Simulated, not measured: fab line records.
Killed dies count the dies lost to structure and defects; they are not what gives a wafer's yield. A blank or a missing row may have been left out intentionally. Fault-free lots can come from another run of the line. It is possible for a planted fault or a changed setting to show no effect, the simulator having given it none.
Struck lot and sound lot, side by side | flow sky130 | 15 out of 708 route steps
Sound: wafers L252.3, L252.4, L252.6. Wafers struck: L268.1, L268.3, L268.6. At the end, the cause is stated.
Per side, at each step with rows, come the tool, then ch with its chambers, and then its first start. Under that, the readings that differ: sound wafers | struck wafers | difference of the means | sigmas: that difference in standard deviations of wafers without a fault.
alike: words and numbers the same on both sides, and readings whose means are apart by under 2 such deviations; not compared: readings that were withheld, readings missing a value for some wafer, numbers with overlapping values and no deviation given by the record, and bounds like >300 which may hide the same value.
A row with sigmas, a row that says differs or no value, or rows on one side alone: a step with any of these is where the two part. When numbers do not overlap yet have no deviation, they are printed without sigmas and do not part them. A reading missing from all wafers of one side parts the sides only when that side holds two or more wafers.

first, 8 steps without rows for these wafers: SKY_METAL1_DEHYDRATE_07 (time 60 s); SKY_METAL1_HMDS_08 (prime time 60 s); SKY_METAL1_COAT_09 (resist thk 60 nm); SKY_METAL1_COAT_10 (resist thk 450 nm); SKY_METAL1_SOFTBAKE_11 (time 90 s); SKY_METAL1_EXPOSE_12 (exposes mask MM1, target cd 140 nm); SKY_METAL1_PEB_13; SKY_METAL1_DEVELOP_14 (develop time 60 s).
SKY_METAL1_CD_MEAS_15 targets a cd of 140 nm.
  sound on cd sem-02 at day 34 11:20; struck on cd sem-01 at day 38 16:19
  alike: cd nm
SKY_METAL1_OVL_MEAS_16:
  sound on overlay-01 at day 34 11:25; struck on overlay-02 at day 38 16:26
  alike: METAL1_OVL
SKY_METAL1_DESCUM_17: chemistry O2, time 8 s.
  sound on rie metal-01 ch 0,1, day 34 11:27; struck on rie metal-03 ch 1, day 38 16:28
  alike: drypump motor current A, oes product au
  not compared: rf hours counter h
SKY_METAL1_ETCH_18: etches BARC in N2/H2, stops on SiO2, time 45.9 s, target depth 60 nm.
  sound on rie metal-01 ch 0,1, day 34 11:30; struck on rie metal-03 ch 1, day 38 16:30
  alike: bias w, drypump motor current A, oes product au, throttle valve pct
  not compared: rf hours counter h
SKY_METAL1_METAL_ETCH_19: etches the open film in Cl2/BCl3, stops on SiO2, target depth 360 nm, time 78 s.
  sound on rie metal-01 ch 0,1, day 34 11:34; struck on rie metal-03 ch 1, day 38 16:34
  reading    | sound             | struck            | difference | sigmas
  bias w (W) | 48.59 48.50 48.43 | 46.76 46.88 46.99 | -1.63      | -11
  alike: drypump motor current A, oes product au, throttle valve pct
  not compared: rf hours counter h
SKY_METAL1_STRIP_20: strips in O2/N2.
  sound on plasma asher-03 ch 0,1, day 34 11:40; struck on plasma asher-03 ch 0,1, day 38 16:39
  alike: drypump motor current A, oes product au, strip time to endpoint s
  not compared: rf hours counter h
-- the record jumps here: 12 days lie between the struck wafers' starts before and after (it left off in module METAL1 and takes up again in module PAD_OPEN, whose first step shown is number 708 of the route) --
SKY_PAD_OPEN_PROBE_99:
  sound on prober-01 at day 47 03:34; struck on prober-01 at day 50 05:16
  alike: defect limited yield, killed_at_M0_to_M3, killed_at_M4_up, killed at contacts, killed at front end, killed at other, killed dies, killed open, killed short, sort_bin_3_pad_short, sort_bin_5_function, sort_bin_6_memory, sort n pass, sort yield pct

== WHERE THEY PART ==
SKY_METAL1_METAL_ETCH_19 only, going by this record. Later steps at which nothing parts them and some readings are alike: SKY_METAL1_STRIP_20, SKY_PAD_OPEN_PROBE_99.

WHY: whatever the simulator had introduced
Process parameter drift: rie metal-03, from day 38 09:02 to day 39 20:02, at SKY_METAL1_METAL_ETCH_19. From 48.5, the setting bias w moved by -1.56. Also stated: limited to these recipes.
